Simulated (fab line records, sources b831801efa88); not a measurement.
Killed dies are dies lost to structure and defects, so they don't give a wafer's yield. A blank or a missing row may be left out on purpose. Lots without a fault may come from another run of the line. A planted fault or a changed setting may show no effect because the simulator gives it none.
Problem report in the 8D (eight disciplines) form, filled by code | flow sky130 | the parts of the form that need people (team, actions taken, sign-off) are left out

1. THE PROBLEM
FIELD_ISO_OXIDATION_01_THK at SKY_FIELD_ISO_THK_MEAS_23 reads a mean of 13.18 nm on 6 wafers of 2 lots; wafers without a fault read 10.06 nm with a standard deviation of 0.13. That is +24 standard deviations from the usual mean.
First seen on wafer L721.4, day 5 04:01, on film_metro-03. The record holds 36 wafers of 12 lots with a number at this step. Rule for "out", or "out of limits": more than 4 standard deviations from the usual mean. The other wafers with a number count as sound.

2. WHAT IT IS AND WHAT IT IS NOT
question                    | is                           | is not
which readings at this step | FIELD_ISO_OXIDATION_01_THK   | -
which lots                  | L721, L722                   | L708, L709, L710, L711, L713, L724, L727, L729, L730, L731
which wafers of those lots  | all that have a number       | -
read on which gauges        | film_metro-01, film_metro-03 | film_metro-04
when                        | from day 5 04:01             | up to then (15 sound wafers); but 15 sound wafers of L724, L727, L729, L730, L731 came after

3. SUSPECTS, AND WHAT RULES EACH OUT
Counting: a tool at a process step up to the reading stays a suspect if it ran every lot that is out and no sound lot after the first of them.
- the gauge at SKY_FIELD_ISO_THK_MEAS_23: ruled out. The wafers that are out were read on 2 gauges (film_metro-01, film_metro-03).
- furnace-01 at SKY_FIELD_ISO_OXIDATION_22 (stabilise 600 s, purge 300 s, target thk 10 nm): kept. It ran every lot that is out, first L721 (day 5 02:49), and no sound lot after that; its last sound lot up to then is L713 (day 3 10:22).
Left after counting: furnace-01 at SKY_FIELD_ISO_OXIDATION_22.

4. THE CAUSE (what the simulator had put in)
Process parameter drift: furnace-01, from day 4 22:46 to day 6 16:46, at SKY_FIELD_ISO_OXIDATION_22. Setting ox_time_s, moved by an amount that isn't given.
Counting left only this tool.

5. THE CHAIN OF EFFECTS, in route order
Each row: a reading whose mean over the struck wafers that have a number lies more than 3 standard deviations from the usual. Only readings for which the record gives a usual standard deviation are gone through. hours: the time from each lot's start at the first step in this table that gives one to its start at this step, as a median over the lots. sigmas: the change in usual standard deviations.
hours | step                      | reading                    | usual    | on struck wafers | change | sigmas
0     | SKY_FIELD_ISO_THK_MEAS_23 | FIELD_ISO_OXIDATION_01_THK | 10.06 nm | 13.18            | +3.12  | +24
Later measuring or inspecting steps at which every struck wafer that the step has a row for has a number for every such reading, and none has moved that far: SKY_VT_ADJUST_LVTN_OVL_MEAS_18, SKY_RES_PROTECT_TW_MEAS_08.

6. WHAT WOULD HAVE CAUGHT IT SOONER
In this record the first reading out of limits at a measuring or inspecting step was taken at day 5 04:01, 5 hours after the fault began at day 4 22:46.
Of the tool readings at SKY_FIELD_ISO_OXIDATION_22 for which the record gives a usual standard deviation, none was out on any struck wafer, so an alarm limit of 4 standard deviations on them would not have fired.
Of the lots that are out (2), L722 began SKY_FIELD_ISO_OXIDATION_22 on furnace-01 after day 5 04:01. A hold on the tool at that time would have spared it.
